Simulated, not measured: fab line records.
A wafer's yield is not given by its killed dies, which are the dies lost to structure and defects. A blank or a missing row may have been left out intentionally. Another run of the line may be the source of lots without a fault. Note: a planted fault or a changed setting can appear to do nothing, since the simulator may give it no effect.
fab line records	flow sky130
[record] lots = 24	wafers = 72	last-day = 50
route steps=708 shown FIELD_ISO@1 CONTACT@425 VIA1@474 METAL2@484 METAL3@566 PASSIVATION@683
lots with no fault: from the same line, run without faults
start-h: the number of hours between the record's first day and the start of the first shown wafer of the lot	wait-h: hours from the lot's prior step to this one	" identical to the entry in the row above	L1.1+2: a row that stands for several wafers	- either no value or no given start	* or withheld: withheld	< > ~ a bound
route shown NAME@n: a module of which the file shows steps, and the number in the route of the first	usual: mean and standard deviation over wafers with no fault	same: alike in all rows	chamber/n: place in a boat	sites: each site's reading	_std_site: standard deviation across them	_edge_site: inner sites' mean taken away from outer sites' mean	radius-mm: how far each site lies from the wafer's centre	mask NAME#n: copy n	behind: the most recent tool/chamber to have shaped the wafer	hold: why the lot was held/for how many hours/how that ended	device: whichever transistor did not switch (one of n, p or np)	end of line: the route-end tests of the same wafers	a step without rows: its recipe alone	killed: the dies lost at the first sort to structure and to defects; this is not the yield of the wafer	map: per-die view of a wafer (x killed, . not killed, _ where there is no die)
set.NAME: the setting as run; set.NAME@STEP: as run at that earlier step	model.NAME: the simulator's own value behind a step, which no gauge read
one table for each step of the route and one row for each wafer, over a sample of lots
services: from which hour (start-h, from the record's first day; less than 0 if before it) a tool's chamber was out of use, for how many hours, and why
[[steps]]
[step SKY_FIELD_ISO_BOW_MEAS_00]
[recipe] mode = bow
[usual] INCOMING_BOW = 0/6.8
lot.wafer	tool	chamber	start-h	wait-h	INCOMING_BOW[um]
L074.1	film-metro-04	-	10.00	-	4
L074.2	"	-	"	"	-5
L074.5	"	-	"	"	-2
L075.1	film-metro-03	-	15.00	-	-3
L075.3	"	-	"	"	5
L075.6	"	-	"	"	5
L076.1	film-metro-03	-	20.00	-	-5
L076.3	"	-	"	"	5
L076.4	"	-	"	"	-2
L077.2	film-metro-02	-	25.02	-	4
L077.5	"	-	"	"	-12
L077.6	"	-	"	"	-12
L078.2	film-metro-02	-	30.02	-	-6
L078.3	"	-	"	"	3
L078.4	"	-	"	"	10
L079.1	film-metro-04	-	35.00	-	-10
L079.2	"	-	"	"	0
L079.4	"	-	"	"	-9
L080.3	film-metro-02	-	40.04	-	8
L080.4	"	-	"	"	5
L080.5	"	-	"	"	1
L081.2	film-metro-02	-	45.02	-	-6
L081.3	"	-	"	"	3
L081.6	"	-	"	"	13
L082.2	film-metro-03	-	50.02	-	5
L082.5	"	-	"	"	-4
L082.6	"	-	"	"	-9
L083.3	film-metro-04	-	55.04	-	8
L083.4	"	-	"	"	5
L083.6	"	-	"	"	-3
L084.1	film-metro-03	-	60.00	-	10
L084.3	"	-	"	"	11
L084.5	"	-	"	"	-15
L085.1	film-metro-02	-	65.00	-	4
L085.3	"	-	"	"	-12
L085.6	"	-	"	"	1
L086.1	film-metro-04	-	70.00	-	1
L086.2	"	-	"	"	6
L086.6	"	-	"	"	-5
L087.1	film-metro-02	-	75.00	-	-4
L087.2	"	-	"	"	7
L087.4	"	-	"	"	5
L088.4	film-metro-04	-	80.06	-	4
L088.5	"	-	"	"	-10
L088.6	"	-	"	"	-8
L089.1	film-metro-03	-	85.00	-	-6
L089.3	"	-	"	"	10
L089.6	"	-	"	"	7
L090.3	film-metro-03	-	90.04	-	2
L090.4	"	-	"	"	-3
L090.5	"	-	"	"	12
L091.3	film-metro-04	-	95.04	-	-1
L091.4	"	-	"	"	-7
L091.5	"	-	"	"	7
L092.1	film-metro-02	-	100.00	-	-10
L092.4	"	-	"	"	-5
L092.6	"	-	"	"	1
L093.1	film-metro-02	-	105.00	-	11
L093.3	"	-	"	"	-1
L093.6	"	-	"	"	10
L094.2	film-metro-02	-	110.02	-	-14
L094.3	"	-	"	"	8
L094.5	"	-	"	"	10
L095.2	film-metro-04	-	115.02	-	-1
L095.4	"	-	"	"	8
L095.6	"	-	"	"	-6
L096.1	film-metro-03	-	120.00	-	13
L096.2	"	-	"	"	5
L096.6	"	-	"	"	6
L097.2	film-metro-03	-	125.02	-	-7
L097.3	"	-	"	"	1
L097.5	"	-	"	"	4
[step SKY_CONTACT_STRIP_19]
[recipe] chemistry = O2/N2	power-w = 1400	pressure-mtorr = 1500	platen-temp-c = withheld	o2-flow-sccm = 3000	n2-flow-sccm = 300	overash-fraction = 0.5
[usual] drypump-motor-current-A = 5.66/0.27	oes-product-au = 0.381/0.005	strip-time-to-endpoint-s = 3.63/0.044
lot.wafer	tool	chamber	start-h	wait-h	drypump-motor-current-A	oes-product-au	rf-hours-counter-h	strip-time-to-endpoint-s
L074.1	plasma-asher-01	0	728.70	-	5.74	0.376	62	3.62
L074.2	"	1	"	"	5.31	0.381	62	3.65
L074.5	"	1	"	"	5.32	0.387	-	3.70
L075.1	plasma-asher-01	0	746.94	-	5.78	0.377	64	3.59
L075.3	"	1	"	"	5.28	0.368	-	3.59
L075.6	"	1	"	"	5.29	0.383	-	3.61
L076.1	plasma-asher-04	0	751.64	-	5.47	0.387	1	3.66
L076.3	"	0	"	"	5.52	0.381	-	3.61
L076.4	"	1	"	"	5.96	0.383	-	3.63
L077.2	plasma-asher-04	0	755.89	-	5.51	0.380	1	3.65
L077.5	"	0	"	"	5.51	0.392	-	3.64
L077.6	"	1	"	"	5.96	0.385	-	3.67
L078.2	plasma-asher-01	0	765.04	-	5.75	0.390	66	3.70
L078.3	"	0	"	"	5.76	0.377	-	3.54
L078.4	"	1	"	"	5.30	0.373	-	3.59
L079.1	plasma-asher-01	1	776.80	-	5.30	0.378	67	3.56
L079.2	"	0	"	"	5.79	0.378	67	3.60
L079.4	"	1	"	"	5.32	0.381	-	3.73
L080.3	plasma-asher-02	1	781.43	-	5.46	0.384	-	3.61
L080.4	"	0	"	"	6.13	0.384	-	3.56
L080.5	"	1	"	"	5.48	0.372	-	3.59
L081.2	plasma-asher-02	0	796.84	-	6.12	0.376	93	3.62
L081.3	"	0	"	"	6.12	0.379	-	3.59
L081.6	"	0	"	"	6.12	0.378	-	3.62
L082.2	plasma-asher-04	1	802.50	-	5.96	0.374	6	3.61
L082.5	"	0	"	"	5.48	0.375	-	3.60
L082.6	"	1	"	"	5.95	0.380	-	3.60
L083.3	plasma-asher-01	1	814.17	-	5.32	0.380	-	3.58
L083.4	"	0	"	"	5.77	0.379	-	3.61
L083.6	"	1	"	"	5.31	0.375	-	3.60
L084.1	plasma-asher-04	0	814.30	-	5.56	0.384	7	3.64
L084.3	"	1	"	"	5.96	0.378	-	3.62
L084.5	"	0	"	"	5.53	0.372	-	3.63
L086.1	plasma-asher-02	1	826.05	-	5.49	0.382	96	3.61
L086.2	"	0	"	"	6.11	0.367	96	3.61
L086.6	"	0	"	"	6.12	0.383	-	3.61
L085.1	plasma-asher-02	0	827.84	-	6.13	0.387	96	3.58
L085.3	"	1	"	"	5.47	0.382	-	3.60
L085.6	"	1	"	"	5.48	0.387	-	3.59
L087.1	plasma-asher-04	0	839.05	-	5.49	0.376	9	3.67
L087.2	"	1	"	"	5.95	0.388	9	3.75
L087.4	"	1	"	"	5.96	0.381	-	3.67
L088.4	plasma-asher-01	1	845.47	-	5.29	0.380	-	3.57
L088.5	"	0	"	"	5.75	0.381	-	3.59
L088.6	"	1	"	"	5.32	0.386	-	3.67
L089.1	plasma-asher-04	1	858.94	-	5.95	0.382	12	3.66
L089.3	"	1	"	"	5.94	0.383	-	3.67
L089.6	"	1	"	"	5.95	0.383	-	3.68
L090.3	plasma-asher-04	1	860.08	-	5.94	0.381	-	3.63
L090.4	"	0	"	"	5.50	0.378	-	3.58
L090.5	"	1	"	"	5.93	0.387	-	3.56
L091.3	plasma-asher-01	1	876.17	-	5.28	0.382	-	3.56
L091.4	"	0	"	"	5.78	0.382	-	3.60
L091.5	"	1	"	"	5.29	0.370	-	3.57
L092.1	plasma-asher-04	1	877.04	-	5.95	0.380	13	3.59
L092.4	"	0	"	"	5.54	0.377	-	3.64
L092.6	"	1	"	"	5.95	0.380	-	3.58
L093.1	plasma-asher-02	1	879.15	-	5.46	0.378	101	3.56
L093.3	"	1	"	"	5.45	0.374	-	3.59
L093.6	"	1	"	"	5.47	0.385	-	3.57
L094.2	plasma-asher-01	1	908.54	-	5.32	0.380	80	3.65
L094.3	"	1	"	"	5.30	0.394	-	3.73
L094.5	"	0	"	"	5.77	0.381	-	3.71
L097.2	plasma-asher-01	0	919.59	-	5.79	0.382	82	3.63
L097.3	"	0	"	"	5.76	0.377	-	3.65
L097.5	"	0	"	"	5.77	0.385	-	3.73
L096.1	plasma-asher-01	1	922.10	-	5.31	0.388	82	3.68
L096.2	"	0	"	"	5.79	0.384	82	3.61
L096.6	"	1	"	"	5.29	0.385	-	3.68
L095.2	plasma-asher-04	0	925.54	-	5.54	0.377	19	3.69
L095.4	"	0	"	"	5.58	0.379	-	3.63
L095.6	"	0	"	"	5.56	0.386	-	3.63
[step SKY_VIA1_STRIP_16]
[recipe] chemistry = O2/N2	power-w = 1400	pressure-mtorr = 1500	platen-temp-c = withheld	o2-flow-sccm = 3000	n2-flow-sccm = 300	overash-fraction = 0.5
[usual] drypump-motor-current-A = 5.80/0.25	oes-product-au = 0.416/0.0043	strip-time-to-endpoint-s = 4.468/0.029
lot.wafer	tool	chamber	start-h	wait-h	drypump-motor-current-A	oes-product-au	rf-hours-counter-h	strip-time-to-endpoint-s
L074.1	plasma-asher-04	0	786.55	0.0	5.57	0.421	4	4.473
L074.2	"	1	"	"	5.93	0.418	4	4.446
L074.5	"	0	"	"	5.53	0.413	-	4.442
L075.1	plasma-asher-04	1	803.91	0.0	5.94	0.417	6	4.465
L075.3	"	1	"	"	5.95	0.414	-	4.470
L075.6	"	0	"	"	5.55	0.415	-	4.466
L076.1	plasma-asher-02	1	807.17	0.0	5.46	0.416	94	4.525
L076.3	"	0	"	"	6.10	0.417	-	4.465
L076.4	"	1	"	"	5.44	0.409	-	4.494
L077.2	plasma-asher-03	1	812.51	0.0	5.72	0.414	40	4.446
L077.5	"	1	"	"	5.71	0.418	-	4.502
L077.6	"	0	"	"	6.11	0.413	-	4.447
L078.2	plasma-asher-02	1	820.77	0.0	5.48	0.416	96	4.545
L078.3	"	0	"	"	6.11	0.414	-	4.508
L078.4	"	1	"	"	5.49	0.412	-	4.444
L079.1	plasma-asher-02	1	832.66	0.0	5.44	0.414	97	4.477
L079.2	"	0	"	"	6.13	0.415	97	4.469
L079.4	"	1	"	"	5.46	0.416	-	4.457
L080.3	plasma-asher-04	1	837.13	0.1	5.95	0.417	-	4.504
L080.4	"	0	"	"	5.52	0.415	-	4.462
L080.5	"	0	"	"	5.47	0.413	-	4.494
L081.2	plasma-asher-02	1	852.25	0.0	5.44	0.421	99	4.503
L081.3	"	0	"	"	6.13	0.407	-	4.465
L081.6	"	1	"	"	5.46	0.416	-	4.453
L082.2	plasma-asher-04	1	858.37	0.0	5.94	0.416	11	4.405
L082.5	"	0	"	"	5.53	0.407	-	4.453
L082.6	"	1	"	"	5.96	0.417	-	4.437
L083.3	plasma-asher-02	0	869.29	0.1	6.12	0.418	-	4.447
L083.4	"	1	"	"	5.47	0.418	-	4.470
L083.6	"	0	"	"	6.14	0.416	-	4.450
L084.1	plasma-asher-03	0	870.27	0.0	6.06	0.417	46	4.468
L084.3	"	0	"	"	6.05	0.416	-	4.499
L084.5	"	0	"	"	6.07	0.422	-	4.429
L086.1	plasma-asher-04	1	881.27	0.0	5.94	0.416	14	4.476
L086.2	"	0	"	"	5.55	0.415	14	4.499
L086.6	"	0	"	"	5.58	0.420	-	4.414
L085.1	plasma-asher-04	0	882.45	0.0	5.57	0.409	14	4.467
L085.3	"	0	"	"	5.49	0.418	-	4.465
L085.6	"	1	"	"	5.96	0.417	-	4.508
L087.1	plasma-asher-04	0	892.66	0.0	5.53	0.419	15	4.468
L087.2	"	1	"	"	5.97	0.422	15	4.447
L087.4	"	1	"	"	5.95	0.408	-	4.452
L088.4	plasma-asher-03	0	899.11	0.1	6.04	0.422	-	4.489
L088.5	"	1	"	"	5.73	0.419	-	4.478
L088.6	"	0	"	"	6.05	0.417	-	4.431
L089.1	plasma-asher-03	0	913.96	0.0	6.07	0.412	48	4.460
L089.3	"	1	"	"	5.70	0.414	-	4.448
L089.6	"	0	"	"	6.07	0.415	-	4.418
L090.3	plasma-asher-04	0	915.11	0.1	5.51	0.414	-	4.439
L090.4	"	1	"	"	5.94	0.415	-	4.459
L090.5	"	0	"	"	5.52	0.422	-	4.542
L091.3	plasma-asher-04	1	929.69	0.1	5.94	0.414	-	4.517
L091.4	"	0	"	"	5.47	0.413	-	4.416
L091.5	"	0	"	"	5.50	0.414	-	4.489
L092.1	plasma-asher-03	0	931.35	0.0	6.07	0.408	50	4.454
L092.4	"	0	"	"	6.07	0.413	-	4.470
L092.6	"	0	"	"	6.08	0.418	-	4.478
L093.1	plasma-asher-04	0	932.66	0.0	5.54	0.410	19	4.468
L093.3	"	0	"	"	5.50	0.408	-	4.453
L093.6	"	0	"	"	5.52	0.418	-	4.446
L094.2	plasma-asher-03	0	961.01	0.0	6.08	0.420	53	4.475
L094.3	"	0	"	"	6.08	0.422	-	4.441
L094.5	"	0	"	"	6.07	0.418	-	4.464
L097.2	plasma-asher-03	0	971.96	0.0	6.07	0.414	54	4.456
L097.3	"	1	"	"	5.67	0.415	-	4.470
L097.5	"	0	"	"	6.05	0.421	-	4.477
L096.1	plasma-asher-02	0	974.60	0.0	6.10	0.419	111	4.510
L096.2	"	1	"	"	5.45	0.410	111	4.453
L096.6	"	1	"	"	5.46	0.418	-	4.451
L095.2	plasma-asher-02	0	978.17	0.0	6.14	0.423	112	4.512
L095.4	"	0	"	"	6.14	0.414	-	4.448
L095.6	"	0	"	"	6.12	0.416	-	4.452
[step SKY_METAL2_SPUTTER_01]
[recipe] material = TiN	target-thk-nm = 20	power-w = 6500	time-s = 16.7	chamber-pressure-pa = 0.4
[usual] throttle-valve-pct = 29.7/0.89
lot.wafer	tool	chamber	start-h	wait-h	throttle-valve-pct
L074.1	pvd-sputter-04	-	787.86	0.0	28.8
L074.2	"	-	"	"	31.4
L074.5	"	-	"	"	29.3
L075.1	pvd-sputter-04	-	805.16	0.0	31.3
L075.3	"	-	"	"	29.4
L075.6	"	-	"	"	29.1
L076.1	pvd-sputter-02	-	808.42	0.0	30.7
L076.3	"	-	"	"	29.3
L076.4	"	-	"	"	30.4
L077.2	pvd-sputter-02	-	813.80	0.0	30.4
L077.5	"	-	"	"	30.3
L077.6	"	-	"	"	30.8
L078.2	pvd-sputter-02	-	822.02	0.0	29.6
L078.3	"	-	"	"	30.3
L078.4	"	-	"	"	29.3
L079.1	pvd-sputter-01	-	833.91	0.0	30.3
L079.2	"	-	"	"	27.6
L079.4	"	-	"	"	29.9
L080.3	pvd-sputter-02	-	838.35	0.0	29.6
L080.4	"	-	"	"	30.4
L080.5	"	-	"	"	28.9
L081.2	pvd-sputter-04	-	853.54	0.0	31.6
L081.3	"	-	"	"	28.8
L081.6	"	-	"	"	31.3
L082.2	pvd-sputter-01	-	859.63	0.0	30.2
L082.5	"	-	"	"	30.4
L082.6	"	-	"	"	29.1
L083.3	pvd-sputter-02	-	870.51	0.0	30.6
L083.4	"	-	"	"	29.2
L083.6	"	-	"	"	29.4
L084.1	pvd-sputter-01	-	871.52	0.0	29.6
L084.3	"	-	"	"	30.0
L084.5	"	-	"	"	27.8
L086.1	pvd-sputter-04	-	882.59	0.0	28.9
L086.2	"	-	"	"	29.4
L086.6	"	-	"	"	29.4
L085.1	pvd-sputter-02	-	883.81	0.0	29.2
L085.3	"	-	"	"	29.3
L085.6	"	-	"	"	29.0
L087.1	pvd-sputter-04	-	894.03	0.0	31.5
L087.2	"	-	"	"	28.6
L087.4	"	-	"	"	29.2
L088.4	pvd-sputter-04	-	900.43	0.0	29.7
L088.5	"	-	"	"	29.7
L088.6	"	-	"	"	28.6
L089.1	pvd-sputter-04	-	915.32	0.0	29.4
L089.3	"	-	"	"	29.3
L089.6	"	-	"	"	29.4
L090.3	pvd-sputter-02	-	916.50	0.0	30.7
L090.4	"	-	"	"	29.5
L090.5	"	-	"	"	29.4
L091.3	pvd-sputter-04	-	931.00	0.0	29.5
L091.4	"	-	"	"	28.4
L091.5	"	-	"	"	31.1
L092.1	pvd-sputter-01	-	932.91	0.0	30.1
L092.4	"	-	"	"	27.5
L092.6	"	-	"	"	30.1
L093.1	pvd-sputter-04	-	933.91	0.0	29.5
L093.3	"	-	"	"	29.4
L093.6	"	-	"	"	29.3
L094.2	pvd-sputter-04	-	962.29	0.0	29.5
L094.3	"	-	"	"	31.4
L094.5	"	-	"	"	29.4
L097.2	pvd-sputter-02	-	973.25	0.0	29.4
L097.3	"	-	"	"	29.0
L097.5	"	-	"	"	29.4
L096.1	pvd-sputter-02	-	975.89	0.0	29.3
L096.2	"	-	"	"	29.3
L096.6	"	-	"	"	29.4
L095.2	pvd-sputter-04	-	979.58	0.0	29.5
L095.4	"	-	"	"	29.5
L095.6	"	-	"	"	31.4
[step SKY_METAL3_ETCH_16]
[recipe] chemistry = N2/H2	target = BARC	ion-energy-ev = 200	bias-w = 100	pressure-mtorr = 30	n2-flow-sccm = 100	h2-flow-sccm = 200	icp-w = 500	stop-on = SiO2	time-s = 88.2	target-depth-a = 600
[usual] drypump-motor-current-A = 5.92/0.29	oes-product-au = 0.626/0.0049	throttle-valve-pct = 13.206/0.0088
lot.wafer	tool	chamber	start-h	wait-h	drypump-motor-current-A	oes-product-au	rf-hours-counter-h	throttle-valve-pct
L074.1	rie-metal-01	1	896.28	0.0	6.45	0.630	9	13.228
L074.2	"	0	"	"	5.19	0.625	2	13.217
L074.5	"	0	"	"	5.19	0.629	-	13.200
L075.1	rie-metal-02	0	912.10	0.0	5.89	0.642	10	13.211
L075.3	"	0	"	"	5.90	0.627	-	13.223
L075.6	"	1	"	"	6.12	0.623	-	13.204
L076.1	rie-metal-03	0	916.09	0.0	5.83	0.627	11	13.176
L076.3	"	0	"	"	5.76	0.619	-	13.190
L076.4	"	1	"	"	5.93	0.634	-	13.196
L077.2	rie-metal-02	1	920.47	0.0	6.12	0.628	9	13.193
L077.5	"	0	"	"	5.89	0.625	-	13.208
L077.6	"	1	"	"	6.12	0.632	-	13.201
L078.2	rie-metal-02	0	928.29	0.0	5.89	0.626	11	13.208
L078.3	"	0	"	"	5.87	0.632	-	13.198
L078.4	"	1	"	"	6.13	0.626	-	13.209
L079.1	rie-metal-03	1	939.74	0.0	6.01	0.630	9	13.200
L079.2	"	0	"	"	5.77	0.630	11	13.212
L079.4	"	1	"	"	5.97	0.626	-	13.196
L080.3	rie-metal-02	1	943.38	0.0	6.15	0.622	-	13.213
L080.4	"	0	"	"	5.88	0.626	-	13.206
L080.5	"	0	"	"	5.86	0.627	-	13.210
L081.2	rie-metal-03	0	958.90	0.0	5.77	0.624	12	13.203
L081.3	"	1	"	"	5.99	0.630	-	13.214
L081.6	"	1	"	"	6.02	0.631	-	13.205
L082.2	rie-metal-01	1	963.95	0.0	6.48	0.636	11	13.205
L082.5	"	0	"	"	5.20	0.617	-	13.185
L082.6	"	1	"	"	6.50	0.624	-	13.221
L083.3	rie-metal-02	1	975.63	0.0	6.08	0.630	-	13.199
L083.4	"	0	"	"	5.91	0.621	-	13.198
L083.6	"	1	"	"	6.11	0.623	-	13.215
L084.1	rie-metal-02	1	976.32	0.0	6.14	0.628	12	13.204
L084.3	"	0	"	"	5.88	0.625	-	13.194
L084.5	"	0	"	"	5.90	0.620	-	13.190
L086.1	rie-metal-03	1	986.20	0.0	6.05	0.619	11	13.209
L086.2	"	0	"	"	5.81	0.622	14	13.197
L086.6	"	1	"	"	6.00	0.620	-	13.210
L085.1	rie-metal-03	1	987.70	0.0	6.03	0.622	11	13.209
L085.3	"	1	"	"	5.97	0.624	-	13.204
L085.6	"	0	"	"	5.82	0.622	-	13.209
L087.1	rie-metal-03	1	997.22	0.0	5.99	0.625	12	13.194
L087.2	"	0	"	"	5.80	0.620	14	13.216
L087.4	"	0	"	"	5.85	0.619	-	13.217
L088.4	rie-metal-03	1	1002.69	0.0	5.98	0.631	-	13.215
L088.5	"	1	"	"	6.03	0.619	-	13.212
L088.6	"	0	"	"	5.78	0.625	-	13.203
L089.1	rie-metal-03	0	1016.39	0.0	5.83	0.627	15	13.197
L089.3	"	0	"	"	5.81	0.630	-	13.202
L089.6	"	1	"	"	6.03	0.626	-	13.214
L090.3	rie-metal-03	1	1016.80	0.0	6.00	0.624	-	13.208
L090.4	"	0	"	"	5.84	0.631	-	13.204
L090.5	"	1	"	"	5.99	0.622	-	13.194
L091.3	rie-metal-03	0	1030.15	0.0	5.79	0.616	-	13.203
L091.4	"	1	"	"	6.01	0.623	-	13.207
L091.5	"	1	"	"	5.95	0.622	-	13.205
L092.1	rie-metal-02	1	1031.75	0.0	6.14	0.622	15	13.213
L092.4	"	0	"	"	5.88	0.629	-	13.212
L092.6	"	1	"	"	6.14	0.628	-	13.202
L093.1	rie-metal-01	0	1032.45	0.0	5.15	0.625	11	13.216
L093.3	"	1	"	"	6.49	0.621	-	13.195
L093.6	"	1	"	"	6.50	0.628	-	13.208
L094.2	rie-metal-02	1	1056.72	0.0	6.12	0.623	16	13.202
L094.3	"	0	"	"	5.88	0.623	-	13.201
L094.5	"	0	"	"	5.89	0.621	-	13.205
L097.2	rie-metal-01	0	1067.57	0.0	5.19	0.636	13	13.202
L097.3	"	1	"	"	6.47	0.629	-	13.205
L097.5	"	0	"	"	5.16	0.623	-	13.215
L096.1	rie-metal-03	0	1070.32	0.0	5.80	0.624	18	13.210
L096.2	"	1	"	"	6.00	0.630	16	13.218
L096.6	"	0	"	"	5.82	0.622	-	13.207
L095.2	rie-metal-03	0	1075.77	0.0	5.84	0.633	19	13.214
L095.4	"	0	"	"	5.76	0.625	-	13.201
L095.6	"	0	"	"	5.82	0.622	-	13.214
[step SKY_PASSIVATION_CVD_02]
[recipe] material = Si3N4	target-thk-nm = 540	temp-c = 400	time-s = withheld	rf-w = 450
[usual] heater-power-outer-w = 483/92	heater-power-w = 784/130
lot.wafer	tool	chamber	start-h	wait-h	heater-power-outer-w	heater-power-w
L074.1	pecvd-01	0	1025.68	0.1	508	776
L074.2	"	2	"	"	438	650
L074.5	"	0	"	"	551	862
L075.1	pecvd-04	1	1038.24	0.1	407	683
L075.3	"	2	"	"	238	500
L075.6	"	0	"	"	677	1075
L076.1	pecvd-02	1	1042.95	0.1	403	653
L076.3	"	0	"	"	525	845
L076.4	"	1	"	"	432	680
L077.2	pecvd-01	1	1047.35	0.0	478	798
L077.5	"	2	"	"	453	669
L077.6	"	1	"	"	537	889
L078.2	pecvd-04	0	1052.72	0.0	683	1061
L078.3	"	1	"	"	406	700
L078.4	"	0	"	"	738	1104
L079.1	pecvd-01	1	1062.28	0.1	569	929
L079.2	"	0	"	"	609	901
L079.4	"	0	"	"	480	762
L080.3	pecvd-02	2	1065.87	0.0	460	799
L080.4	"	0	"	"	502	846
L080.5	"	2	"	"	479	819
L081.2	pecvd-01	1	1079.62	0.0	484	812
L081.3	"	0	"	"	505	761
L081.6	"	1	"	"	522	867
L082.2	pecvd-04	0	1084.22	0.0	617	950
L082.5	"	2	"	"	284	570
L082.6	"	0	"	"	649	1029
L083.3	pecvd-01	2	1094.12	0.0	450	690
L083.4	"	1	"	"	613	978
L083.6	"	0	"	"	563	871
L084.1	pecvd-02	2	1095.52	0.1	507	865
L084.3	"	1	"	"	448	696
L084.5	"	0	"	"	535	900
L086.1	pecvd-01	0	1103.75	0.1	566	870
L086.2	"	2	"	"	436	687
L086.6	"	2	"	"	457	686
L085.1	pecvd-02	0	1104.05	0.1	495	823
L085.3	"	1	"	"	429	714
L085.6	"	1	"	"	433	691
L087.1	pecvd-01	1	1113.36	0.1	531	856
L087.2	"	2	"	"	445	684
L087.4	"	1	"	"	546	894
L088.4	pecvd-01	0	1117.84	0.1	593	902
L088.5	"	2	"	"	358	553
L088.6	"	1	"	"	559	928
L089.1	pecvd-01	1	1129.69	0.1	515	867
L089.3	"	0	"	"	570	894
L089.6	"	0	"	"	592	925
L090.3	pecvd-02	2	1130.60	0.0	493	840
L090.4	"	0	"	"	427	730
L090.5	"	1	"	"	453	727
L091.3	pecvd-01	0	1140.10	0.0	590	908
L091.4	"	2	"	"	389	603
L091.5	"	0	"	"	603	915
L092.1	pecvd-02	1	1142.23	0.1	457	709
L092.4	"	0	"	"	494	826
L092.6	"	2	"	"	464	814
L093.1	pecvd-04	2	1144.00	0.1	252	530
L093.3	"	1	"	"	460	745
L093.6	"	0	"	"	767	1158
L094.2	pecvd-02	2	1163.39	0.0	436	755
L094.3	"	1	"	"	451	710
L094.5	"	1	"	"	477	736
L097.2	pecvd-02	2	1172.10	0.0	484	847
L097.3	"	0	"	"	445	760
L097.5	"	1	"	"	402	633
L096.1	pecvd-02	2	1174.74	0.1	483	852
L096.2	"	0	"	"	544	877
L096.6	"	2	"	"	508	855
L095.2	pecvd-02	2	1178.22	0.0	478	833
L095.4	"	2	"	"	505	866
L095.6	"	0	"	"	501	833
[[services]]
tool	chamber	start-h	hours	kind
pvd-sputter-04	-	718.85	6.4	repair
plasma-asher-04	-	733.75	9.0	pm
plasma-asher-01	-	742.18	4.1	repair
plasma-asher-04	-	760.96	0.4	repair
plasma-asher-01	-	791.68	1.6	repair
rie-metal-03	-	831.47	5.8	repair
pecvd-02	-	864.59	6.0	pm
plasma-asher-04	-	894.74	0.4	repair
plasma-asher-04	-	903.33	1.3	repair
plasma-asher-02	-	929.94	3.6	repair
pecvd-02	1	943.10	4.6	repair
plasma-asher-04	-	975.69	2.8	pm
pecvd-02	-	980.05	1.9	repair
plasma-asher-04	-	1043.47	28.1	pm
pecvd-01	-	1051.53	6.0	pm
plasma-asher-02	-	1055.25	9.0	pm
plasma-asher-02	-	1060.22	4.8	repair
plasma-asher-01	-	1065.00	15.6	pm
plasma-asher-01	-	1085.02	3.1	repair
plasma-asher-04	-	1085.54	7.0	repair
plasma-asher-04	-	1089.81	0.4	repair
pvd-sputter-04	-	1099.04	6.1	repair
plasma-asher-02	-	1132.77	4.9	repair
rie-metal-03	0	1160.04	8.5	repair
[[key]]
fault none
